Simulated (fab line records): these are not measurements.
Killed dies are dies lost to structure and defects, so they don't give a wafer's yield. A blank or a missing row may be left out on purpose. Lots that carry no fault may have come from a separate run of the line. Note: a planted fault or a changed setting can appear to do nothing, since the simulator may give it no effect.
A struck lot beside a sound one -- flow gf180mcu -- 37 out of 602 route steps
Sound: wafers L775.1, L775.4, L775.6. Struck: wafer L779.2. (L779.3, L779.5 of the same lot were not struck and are left out.) The cause comes at the end.
Order at every step that has rows: each side's tool, ch and its chambers, its first start. Under that, the readings that differ: sound wafers -- struck wafers -- difference of the means -- sigmas: that difference in standard deviations of wafers without a fault.
alike: readings with means less than 2 such deviations apart, plus words and numbers identical on both sides. not compared: withheld readings, readings lacking a value on some wafer, bounds such as >300 that could conceal the same value, and numbers that have no deviation in the record and whose values overlap.
A row with sigmas, a row that says differs or no value, or rows on one side alone: a step with any of these is where the two part. Non-overlapping numbers with no deviation appear without sigmas and do not part them. Lack of a reading on every wafer of one side parts them only where that side has two or more wafers.

first, 1 step without rows for these wafers: GF_M5_DEVELOP_06 (develop time 60 s).
GF_M5_CD_MEAS_07 targets a cd of 280 nm.
  sound on cd sem-01 at day 28 17:22; struck on cd sem-01 at day 29 16:55
reading,sound,struck,difference,sigmas
cd nm (nm),280.2 279.1 279.0,282.1,+2.7,+2
GF_M5_OVL_MEAS_08:
  sound on overlay-02 at day 28 17:29; struck on overlay-01 at day 29 17:01
  alike: M5_OVL
GF_M5_ETCH_09: etches Si3N4 in CF4/O2, target depth 52 nm, time 11.6 s.
  sound on rie diel-02 ch 0,1,3, day 28 17:31; struck on rie diel-03 ch 3, day 29 17:02
  alike: cf4 flow sccm, drypump motor current A, oes product au, throttle valve pct
  not compared: rf hours counter h
then, 1 step without rows for these wafers: GF_M5_METAL_ETCH_10 (etches the open film in Cl2/BCl3, stops on SiO2, target depth 627.5 nm, time 104.6 s).
GF_M5_STRIP_11: strips in O2/N2.
  sound on plasma asher-02 ch 0,1, day 28 17:40; struck on plasma asher-03 ch 0, day 29 17:11
  alike: drypump motor current A, heater power w, oes product au, strip time to endpoint s
  not compared: rf hours counter h
then, 3 steps without rows for these wafers: GF_M5_STRIP_12 (strips in post etch residue remover, time 1200 s); GF_M5_CLEAN_13 (cleans in DIW); GF_V5_CVD_00 (deposits SiO2, target thk 300 nm, time 50 s).
GF_V5_THK_MEAS_01:
  sound on film metro-02 at day 28 18:15; struck on film metro-02 at day 29 17:46
  alike: V5_CVD_00_THK
GF_V5_CVD_02: deposits SiO2 from TEOS, target thk 1450 nm, time 163.28 s.
  sound on pecvd-04 ch 0,2, day 28 18:19; struck on pecvd-03 ch 1, day 29 17:49
  alike: heater power outer w, heater power w
GF_V5_THK_MEAS_03:
  sound on film metro-02 at day 28 18:25; struck on film metro-04 at day 29 17:56
reading,sound,struck,difference,sigmas
V5_CVD_02_THK (nm),1447 1480 1487,1424,-47,-2
GF_V5_CMP_04: polishes SiO2.
  sound on cmp-02 ch 0,2, day 28 18:29; struck on cmp-02 ch 2, day 29 18:02
reading,sound,struck,difference,sigmas
model.SiO2_of_V5_CVD_02.thk nm (nm),855.5 852.9 854.1,1052,+198,
  alike: motor current A
GF_V5_BOW_MEAS_05:
  sound on film metro-04 at day 28 18:47; struck on film metro-04 at day 29 18:18
  alike: V5_BOW
then, 8 steps without rows for these wafers: GF_V5_DEHYDRATE_06 (time 60 s); GF_V5_HMDS_07 (prime time 60 s); GF_V5_COAT_08; GF_V5_COAT_09 (resist thk 1000 nm); GF_V5_SOFTBAKE_10 (time 60 s); GF_V5_EXPOSE_11 (exposes mask Via5, target cd 260 nm); GF_V5_PEB_12 (peb time 90 s); GF_V5_DEVELOP_13 (develop time 57.1 s).
GF_V5_CD_MEAS_14 targets a cd of 260 nm.
  sound on cd sem-02 at day 29 14:06; struck on cd sem-01 at day 30 12:46
  alike: cd nm
GF_V5_OVL_MEAS_15:
  sound on overlay-02 at day 29 14:13; struck on overlay-01 at day 30 12:52
  alike: V5_OVL
then, 1 step without rows for these wafers: GF_V5_ETCH_16 (etches BARC in N2/H2).
GF_V5_ETCH_17: etches SiO2 in C4F8/O2/Ar, stops on TiN, target depth 855 nm.
  sound on rie diel-01 ch 0,3; struck on rie diel-04 ch 2
reading,sound,struck,difference,sigmas
oes product au (a.u.),0.855 0.861 0.856,0.970,+0.113,+24
model.V5.feature depth nm (nm),855.5 852.9 854.1,1052,+198,
model.etch.depth nm (nm),855.5 852.9 854.1,1052,+198,
then, 4 steps without rows for these wafers: GF_V5_STRIP_18 (strips in O2/N2); GF_V5_STRIP_19 (strips in post etch residue remover, time 1200 s); GF_V5_CLEAN_20 (cleans in DIW); GF_V5_SPUTTER_21 (material Ti, target thk 15 nm, time 80.02 s).
GF_V5_SPUTTER_22: material TiN, target thk 10 nm, time 40 s.
  sound on pvd sputter-04 at day 29 15:00; struck on pvd sputter-01 at day 30 13:38
reading,sound,struck,difference,sigmas
throttle valve pct (%),30.0 31.5 30.0,28.4,-2.1,-2
then, 1 step without rows for these wafers: GF_V5_CVD_23 (deposits W, target thk 350 nm, time 104.9 s).
GF_V5_RS_MEAS_24: uses a four-point probe to measure.
  sound on film metro-01 at day 29 15:10; struck on film metro-02 at day 30 13:49
  alike: V5_W_RS
GF_V5_THK_MEAS_25: measures by xrf.
  sound on film metro-01 at day 29 15:17; struck on film metro-02 at day 30 13:55
  alike: V5_W_THK
GF_V5_CMP_26: polishes, stops on SiO2, t overpolish 15 s, target thk 0 nm.
  sound on cmp-01 ch 1,3, day 29 15:23; struck on cmp-02 ch 1, day 30 13:58
reading,sound,struck,difference,sigmas
model.SiO2_of_V5_CVD_02.thk nm (nm),851.7 849.1 850.3,1049,+199,
  alike: motor current A
GF_TOP_METAL_SPUTTER_00: material Ti, target thk 37.5 nm, time 150 s.
  sound on pvd sputter-02 at day 29 15:38; struck on pvd sputter-03 at day 30 14:16
  alike: throttle valve pct
GF_PASSIVATION_PROBE_99:
  sound on prober-02 at day 31 06:59; struck on prober-02 at day 32 03:47
reading,sound,struck,difference,sigmas
model.etest.via5 chain.rc ohm,6.719 7.312 6.992,7.633,+0.625,

WHERE THEY PART
At GF_M5_CD_MEAS_07 first; at GF_V5_SPUTTER_22 last (within this record only). Later steps at which nothing parts them and some readings are alike: GF_V5_RS_MEAS_24, GF_V5_THK_MEAS_25, GF_V5_CMP_26, GF_TOP_METAL_SPUTTER_00.

WHY: what had been put in by the simulator
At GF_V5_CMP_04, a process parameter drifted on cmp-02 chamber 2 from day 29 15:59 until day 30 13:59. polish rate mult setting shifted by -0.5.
